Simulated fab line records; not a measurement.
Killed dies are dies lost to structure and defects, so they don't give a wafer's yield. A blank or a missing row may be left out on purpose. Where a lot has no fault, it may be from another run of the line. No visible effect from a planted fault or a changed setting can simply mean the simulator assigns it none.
A single fault, viewed from 2 desks || flow gf180mcu || each desk holds nothing but its own numbers, with what lay behind them at the end

== AT THE TOOL OWNER'S DESK: lithoTrack-02 ==
The tool's own readings at GF_MVSD_COAT_02 (resist thk 3000 nm): means of the sampled wafers that have a number, for each lot that ran on this tool. A lot is out of limits, marked OUT, if its mean lies more than 4 standard deviations from the usual mean; the brackets give that distance.
Columns: A = chillPlateTempC at GF_MVSD_COAT_02, usual 23.01 C
{"lot": "L424", "first seen here": "day 4 04:28", "A": 23.00}
{"lot": "L425", "first seen here": "day 4 10:21", "A": 23.03}
{"lot": "L426", "first seen here": "day 4 14:27", "A": 23.07}
{"lot": "L429", "first seen here": "day 5 08:43", "A": 23.04}
{"lot": "L435", "first seen here": "day 6 19:33", "A": 23.01}
{"lot": "L437", "first seen here": "day 7 05:09", "A": 23.04}
This desk found nothing out of limits on any of the 6 lots.

== THE METROLOGY DESK ==
Lot by lot, what the gauges showed, no matter which tool ran the lot: averages of those sampled wafers that carry a number. A lot is out of limits, marked OUT, if its mean lies more than 4 standard deviations from the usual mean; the brackets give that distance.
Columns: A = MVPSD_OVL at GF_MVPSD_OVL_MEAS_07, usual -0.7 nm
{"lot": "L424", "first seen here": "day 5 02:04", "A": 1.2}
{"lot": "L425", "first seen here": "day 5 08:31", "A": -0.3}
{"lot": "L426", "first seen here": "day 5 11:40", "A": 0.8}
{"lot": "L427", "first seen here": "day 5 19:22", "A": -1.9}
{"lot": "L428", "first seen here": "day 6 00:25", "A": -0.5}
{"lot": "L429", "first seen here": "day 6 07:25", "A": -1.2}
{"lot": "L431", "first seen here": "day 6 20:50", "A": -3.2}
{"lot": "L435", "first seen here": "day 7 18:53", "A": -1.8}
{"lot": "L437", "first seen here": "day 8 05:49", "A": -2.8}
{"lot": "L440", "first seen here": "day 8 23:38", "A": -2.3}
{"lot": "L442", "first seen here": "day 9 12:09", "A": -2.3}
{"lot": "L444", "first seen here": "day 9 22:43", "A": -0.7}
{"lot": "L446", "first seen here": "day 10 20:27", "A": 0.9}
{"lot": "L447", "first seen here": "day 11 00:07", "A": -0.6}
This desk found nothing out of limits on any of the 14 lots.

== BROUGHT TOGETHER ==
The desk of the tool owner found nothing out of limits.
From the metrology desk's view, nothing was out of limits.

== WHAT THE SIMULATOR PUT IN ==
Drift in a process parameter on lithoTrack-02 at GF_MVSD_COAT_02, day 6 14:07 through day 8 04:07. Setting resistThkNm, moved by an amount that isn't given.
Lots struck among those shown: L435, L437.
